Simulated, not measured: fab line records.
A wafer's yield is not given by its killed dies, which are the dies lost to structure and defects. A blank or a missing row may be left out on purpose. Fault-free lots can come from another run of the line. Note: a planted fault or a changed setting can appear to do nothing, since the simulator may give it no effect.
Struck lot and sound lot, side by side	flow sky130	15 out of 708 route steps
Sound: these wafers, L681.1, L681.2, L681.5. Wafers struck: L695.1, L695.2, L695.6. Last of all comes the cause.
At each step with rows: each side's tool, then ch and its chambers, then its first start. Under that, the readings that differ: sound wafers	struck wafers	difference of the means	sigmas: that difference in standard deviations of wafers without a fault.
alike: words and numbers the same on both sides, and readings whose means are apart by under 2 such deviations; not compared: readings that were withheld, readings missing a value for some wafer, numbers with overlapping values and no deviation given by the record, and bounds like >300 which may hide the same value.
Wherever a step has rows on one side only, a row that says differs or no value, or a row with sigmas, the two part there. When numbers do not overlap yet have no deviation, they are printed without sigmas and do not part them. A reading that every wafer of one side lacks parts them only if that side has two wafers or more.

first, 5 steps without rows for these wafers: SKY_SONOS_TUNNEL_COAT_02 (resist thk 1140 nm); SKY_SONOS_TUNNEL_SOFTBAKE_03 (time 60 s); SKY_SONOS_TUNNEL_EXPOSE_04 (exposes mask TUNM, target cd 410 nm); SKY_SONOS_TUNNEL_PEB_05; SKY_SONOS_TUNNEL_DEVELOP_06 (develop time 60 s).
SKY_SONOS_TUNNEL_CD_MEAS_07: target cd 410 nm.
  sound on cdSem-02, day 13 17:09; struck on cdSem-02, day 18 23:37
  alike: cdNm
SKY_SONOS_TUNNEL_OVL_MEAS_08:
  sound on overlay-02, day 13 17:16; struck on overlay-02, day 18 23:44
  alike: SONOS_TUNNEL_OVL
then, 3 steps without rows for these wafers: SKY_SONOS_TUNNEL_IMPLANT_09; SKY_SONOS_TUNNEL_WET_ETCH_10 (etches SiO2 in dHF, target depth 14 nm, time 280 s); SKY_SONOS_TUNNEL_STRIP_11 (strips in SPM, time 600 s).
SKY_SONOS_TUNNEL_TW_MEAS_12:
  sound on filmMetro-01, day 13 17:43; struck on filmMetro-01, day 19 00:11
  alike: SONOS_TUNNEL_TW
then, 1 step without rows for these wafers: SKY_SONOS_TUNNEL_CLEAN_13 (cleans in dHF, time 20 s).
SKY_SONOS_ONO_OXIDATION_00: stabilise 600 s, purge 300 s, target thk 2.6 nm.
  sound on furnace-01 ch 0, day 13 19:34; struck on furnace-02 ch 0, day 19 04:13
reading	sound	struck	difference	sigmas
spikeTcCentreC (C)	798.6 798.8 798.0	809.1 808.8 810.8	+11.1	+6
spikeTcLowerC (C)	803.0 801.5 801.4	808.2 809.7 807.7	+6.6	+6
spikeTcUpperC (C)	801.0 799.9 800.2	807.6 807.2 807.9	+7.2	+7
tubeCenterTempC (C)	799.94 800.02 799.89	807.69 807.84 807.85	+7.84	+99 or more
tube_center_temp_C_max	801.9 802.0 801.7	810.0 810.6 809.8	+8.3	+25
zonePowerBottomPct (%)	19.4 19.4 19.3	23.3 23.2 23.2	+3.9	+2
model.SiO2_of_SONOS_ONO_OXIDATION_00.thkNm (nm)	2.449 2.478 2.458	2.803 2.869 2.839	+0.375	
  alike: rampUpCPerMin, zonePowerUpperPct
SKY_SONOS_ONO_THK_MEAS_01:
  sound on filmMetro-01, day 13 20:55; struck on filmMetro-02, day 19 05:47
reading	sound	struck	difference	sigmas
SONOS_ONO_OXIDATION_THK (nm)	2.43 2.51 2.47	2.81 2.89 2.83	+0.37	+7
  not compared: hold
-- record jumps: 32 days separate the struck wafers' starts on either side; left off in module SONOS_ONO, taken up again in module PAD_OPEN, whose first shown step is the route's number 708 --
SKY_PAD_OPEN_PROBE_99:
  sound on prober-01, day 47 18:10; struck on prober-01, day 51 02:43
reading	sound	struck	difference	sigmas
model.etest.sonosErased.driveUaUm	207 166.7 207.4	164.1 163.3 162.1	-30.5	
model.etest.capOno.gateLog10ACm2	-7.766 -7.856 -7.807	-8.074 -8.066 -8.225	-0.312	
model.etest.capOno.toxAccNm (nm)	12.71 12.81 12.79	13.01 13.01 13.14	+0.28	
model.etest.sonosErased.vtV (V)	-2.38 -2.293 -2.36	-2.094 -2.075 -2.027	+0.279	
model.etest.sonosBaked.vtLessV (V)	-0.4838 -0.5156 -0.5254	-0.4363 -0.3774 -0.4556	+0.0852	
  alike: killed_at_M0_to_M3, killed_at_M4_up, killedAtContacts, killedAtFrontEnd, killedAtOther, killedDies, killedOpen, killedShort
  not compared: model.etest.sonosProgrammed.vtV

WHERE THEY PART
First at SKY_SONOS_ONO_OXIDATION_00; last, within this record, at SKY_SONOS_ONO_THK_MEAS_01. Later steps at which nothing parts them and some readings are alike: SKY_PAD_OPEN_PROBE_99.

WHY: the cause the simulator had injected
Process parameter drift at SKY_SONOS_ONO_OXIDATION_00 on furnace-02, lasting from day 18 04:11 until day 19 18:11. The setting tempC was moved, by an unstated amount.
